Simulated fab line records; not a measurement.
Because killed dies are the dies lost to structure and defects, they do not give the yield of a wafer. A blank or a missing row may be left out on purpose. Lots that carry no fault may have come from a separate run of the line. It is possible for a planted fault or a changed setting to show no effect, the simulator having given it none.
Chamber matching | flow sky130 | SKY_VIA2_HDPCVD_00 on hdpcvd-01 has 3 sister chambers
The step deposits SiO2, target thk 1180 nm, time 196.7 s. 3 wafers are shown with their chamber, then 6 later ones without.

== WAFERS, EACH WITH ITS CHAMBER ==
wafer  | chamber | run length s (s)
L139.1 | 0       | 224.3
L139.4 | 1       | 225.3
L139.6 | 2       | 225.4

== WAFERS WITH NO CHAMBER GIVEN ==
wafer  | run length s (s)
L141.1 | 224.7
L141.2 | 224.4
L141.3 | 225.1
L142.4 | 224.4
L142.5 | 224.9
L142.6 | 224.1

== CHAMBER TAKEN BY EACH ==
wafer  | from the rows above          | in truth
L141.1 | can't be placed: 0 or 1 or 2 | 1
L141.2 | 0                            | 0
L141.3 | can't be placed: 1 or 2      | 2
L142.4 | 0                            | 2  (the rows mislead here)
L142.5 | can't be placed: 1 or 2 or 0 | 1
L142.6 | 0                            | 0
Placed correctly: 2 of 6. Cannot be placed on the basis of these rows: 3; the candidates contain the true chamber in 3. Placed wrongly: 1.
How it was worked out, from the rows above alone: a wafer's distance from a chamber is the root of the sum, over the readings, of the square of ((its reading less the chamber's mean) divided by the reading's scatter). If the next closest chamber is less than 2 further off than the closest, the wafer can't be placed; otherwise it belongs to the closest. The mean given for a chamber averages the wafers shown for that chamber. The scatter: with one shown wafer a chamber, the root of the mean of the squares of how far each hidden wafer lies from its nearest shown one.
